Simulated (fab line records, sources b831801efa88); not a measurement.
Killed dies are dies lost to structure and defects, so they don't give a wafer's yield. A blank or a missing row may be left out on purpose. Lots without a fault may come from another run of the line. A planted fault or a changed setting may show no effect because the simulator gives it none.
A struck lot beside a sound one | flow sky130 | 35 steps out of a route of 708
Sound: wafers L528.3, L528.4, L528.5. Struck: wafers L532.1, L532.2, L532.3. The cause comes at the end.
At each step with rows: each side's tool, then ch and its chambers, then its first start. Under that, the readings that differ: sound wafers | struck wafers | difference of the means | sigmas: that difference in standard deviations of wafers without a fault.
alike: readings whose means differ by less than 2 such deviations, and words and numbers that are the same on both sides. not compared: withheld readings, readings that some wafer has no value for, bounds like >300 that may hide the same value, and numbers for which the record gives no deviation and whose values overlap.
The two part at a step that has a row with sigmas, a row that says differs or no value, or rows on one side only. Numbers that don't overlap but have no deviation are shown without sigmas and don't part them. A reading that every wafer of one side lacks parts them only if that side has two wafers or more.

first, 10 steps without rows for these wafers: SKY_VIA1_HMDS_05 (prime time 60 s); SKY_VIA1_COAT_06 (resist thk 60 nm); SKY_VIA1_COAT_07 (resist thk 450 nm); SKY_VIA1_SOFTBAKE_08 (time 90 s); SKY_VIA1_EXPOSE_09 (exposes mask VIM, target cd 150 nm); SKY_VIA1_PEB_10; SKY_VIA1_DEVELOP_11 (develop time 60 s); SKY_VIA1_ETCH_14 (etches BARC in N2/H2, stops on SiO2, time 45.9 s, target depth 60 nm); SKY_VIA1_ETCH_15 (etches SiO2 in C4F8/O2/Ar, stops on TiN, target depth 351 nm, time 54 s); SKY_VIA1_STRIP_16 (strips in O2/N2).
SKY_VIA1_STRIP_17: strips in post etch residue remover, time 1200 s.
  sound on wet_bench-03 ch 2, day 34 01:58; struck on wet_bench-03 ch 3, day 35 14:13
then, 23 steps without rows for these wafers: SKY_VIA1_CLEAN_18 (cleans in IPA, time 180 s); SKY_VIA1_CLEAN_19 (cleans in O3/DIW); SKY_VIA1_SPUTTER_20 (material TiN, target thk 20 nm, time 80 s); SKY_VIA1_CVD_21 (deposits W, target thk 270 nm, time 80.902 s); SKY_VIA1_CMP_24 (polishes, stops on SiO2, t overpolish 15 s, target thk 0 nm); SKY_METAL2_SPUTTER_00 (material Ti, target thk 15 nm, time 10 s); SKY_METAL2_SPUTTER_01 (material TiN, target thk 20 nm, time 16.7 s); SKY_METAL2_SPUTTER_02 (material AlCu, target thk 250 nm, time 13.3 s); SKY_METAL2_SPUTTER_03 (material Ti, target thk 5 nm, time 3.3 s); SKY_METAL2_SPUTTER_04 (material TiN, target thk 70 nm, time 58.3 s); SKY_METAL2_DEHYDRATE_07 (time 60 s); SKY_METAL2_HMDS_08 (prime time 60 s); SKY_METAL2_COAT_09 (resist thk 60 nm); SKY_METAL2_COAT_10 (resist thk 450 nm); SKY_METAL2_SOFTBAKE_11 (time 90 s); SKY_METAL2_EXPOSE_12 (exposes mask MM2, target cd 140 nm); SKY_METAL2_PEB_13; SKY_METAL2_DEVELOP_14 (develop time 60 s); SKY_METAL2_DESCUM_17 (chemistry O2, time 8 s); SKY_METAL2_ETCH_18 (etches BARC in N2/H2, stops on SiO2, time 45.9 s, target depth 60 nm); SKY_METAL2_METAL_ETCH_19 (etches the open film in Cl2/BCl3, stops on SiO2, target depth 360 nm, time 78 s); SKY_METAL2_STRIP_20 (strips in O2/N2); SKY_METAL2_STRIP_21 (strips in post etch residue remover, time 1200 s).
-- the record jumps here: 12 days lie between the struck wafers' starts before and after (it left off in module METAL2 and takes up again in module PAD_OPEN, whose first step shown is number 708 of the route) --
SKY_PAD_OPEN_PROBE_99:
  sound on prober-02, day 46 00:16; struck on prober-02, day 47 08:09
  reading                               | sound             | struck                                                                     | difference                   | sigmas
  hold                                  | - - -             | await_dispo/5.0h/release await_dispo/5.0h/release await_dispo/5.0h/release | no value on the sound wafers |
  defect_limited_yield (%)              | 84.1 82.5 81.7    | 74.4 72.8 74.2                                                             | -9.0                         | -4
  killed_at_M0_to_M3                    | 38 47 42          | 83 99 90                                                                   | +48                          | +7
  killed_dies                           | 78 86 90          | 126 134 127                                                                | +44                          | +4
  sort_bin_3_pad_short (%)              | 0.8 1.6 1.0       | 3.0 2.2 3.3                                                                | +1.7                         | +4
  sort_bin_5_function (%)               | 9.1 10.0 10.6     | 15.9 18.3 15.9                                                             | +6.8                         | +4
  sort_n_pass                           | 414 406 402       | 366 358 365                                                                | -44                          | -4
  sort_yield_pct (%)                    | 84.1 82.5 81.7    | 74.4 72.8 74.2                                                             | -9.0                         | -4
  model.etest.tester.sort_n_pass        | 414 406 402       | 366 358 365                                                                | -44                          |
  model.etest.tester.sort_yield_pct (%) | 84.15 82.52 81.71 | 74.39 72.76 74.19                                                          | -9.01                        |
  model.etest.tester.sort_bin_5_pct (%) | 9.146 9.959 10.57 | 15.85 18.29 15.85                                                          | +6.77                        |
  model.etest.tester.sort_bin_3_pct (%) | 0.813 1.626 1.016 | 3.049 2.236 3.252                                                          | +1.694                       |
  alike: killed_at_M4_up, killed_at_contacts, killed_at_front_end, killed_at_other, killed_open, killed_short, sort_bin_6_memory

WHERE THEY PART
Only at SKY_PAD_OPEN_PROBE_99, within this record.

WHY: what the simulator had put in
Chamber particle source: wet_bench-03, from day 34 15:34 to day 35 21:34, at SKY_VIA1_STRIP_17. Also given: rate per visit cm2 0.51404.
